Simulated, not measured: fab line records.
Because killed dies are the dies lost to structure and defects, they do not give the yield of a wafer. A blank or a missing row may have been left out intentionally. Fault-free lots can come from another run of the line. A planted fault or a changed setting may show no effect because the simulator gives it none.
A lot that was struck, set against a sound lot	flow sky130	14 out of 708 route steps
Sound: the wafers L544.1, L544.3, L544.5. The struck wafers were L539.4, L539.5, L539.6. The cause is given at the end.
For every step that has rows: the tool of each side, followed by ch and its chambers, followed by its first start. Under that, the readings that differ: sound wafers	struck wafers	difference of the means	sigmas: that difference in standard deviations of wafers without a fault.
alike: readings whose means differ by less than 2 such deviations, and words and numbers that are the same on both sides. not compared: withheld readings, readings that some wafer has no value for, bounds like >300 that may hide the same value, and numbers for which the record gives no deviation and whose values overlap.
A row with sigmas, a row that says differs or no value, or rows on one side alone: a step with any of these is where the two part. Non-overlapping numbers with no deviation appear without sigmas and do not part them. Lack of a reading on every wafer of one side parts them only where that side has two or more wafers.

SKY_SONOS_TUNNEL_TW_MEAS_12:
  sound on filmMetro-02, day 15 15:55; struck on filmMetro-03, day 13 21:31
  alike: SONOS_TUNNEL_TW
then, 2 steps without rows for these wafers: SKY_SONOS_TUNNEL_CLEAN_13 (cleans in dHF, time 20 s); SKY_SONOS_ONO_OXIDATION_00 (stabilise 600 s, purge 300 s, target thk 2.6 nm).
SKY_SONOS_ONO_THK_MEAS_01:
  sound on filmMetro-01, day 15 19:03; struck on filmMetro-01, day 13 22:56
  alike: SONOS_ONO_OXIDATION_THK
then, 1 step without rows for these wafers: SKY_SONOS_ONO_CVD_02 (deposits Si3N4 from DCS/NH3, target thk 10.5 nm, time 180 s).
SKY_SONOS_ONO_THK_MEAS_03:
  sound on filmMetro-03, day 15 20:36; struck on filmMetro-03, day 14 00:58
  alike: SONOS_ONO_CVD_02_THK
then, 1 step without rows for these wafers: SKY_SONOS_ONO_CVD_04 (deposits SiO2 from SiH4/N2O, target thk 5.7199 nm).
SKY_SONOS_ONO_THK_MEAS_05:
  sound on filmMetro-03, day 15 21:55; struck on filmMetro-01, day 14 02:17
reading	sound	struck	difference	sigmas
SONOS_ONO_CVD_04_THK (nm)	5.67 5.59 5.58	5.80 5.88 5.88	+0.24	+2
then, 4 steps without rows for these wafers: SKY_SONOS_ONO_DEHYDRATE_06 (time 60 s); SKY_SONOS_ONO_HMDS_07 (prime time 60 s); SKY_SONOS_ONO_COAT_08 (resist thk 1140 nm); SKY_SONOS_ONO_SOFTBAKE_09 (time 60 s).
SKY_SONOS_ONO_EXPOSE_10: exposes mask ONOM, target cd 410 nm.
  struck on ilineStepper-02, day 14 16:17; sound on ilineStepper-02 ch 0, day 16 11:46
  no value came back on the struck wafers for exposureDoseMJCm2, focusOffsetNm (nm); on the sound wafers exposureDoseMJCm2 reads 149.90 149.92 150.21
  alike: mask
next, for these wafers, 1 step has no rows: SKY_SONOS_ONO_PEB_11.

## WHERE THEY PART
Earliest at SKY_SONOS_ONO_THK_MEAS_05; latest, in this record, at SKY_SONOS_ONO_EXPOSE_10.

WHY: whatever the simulator had introduced
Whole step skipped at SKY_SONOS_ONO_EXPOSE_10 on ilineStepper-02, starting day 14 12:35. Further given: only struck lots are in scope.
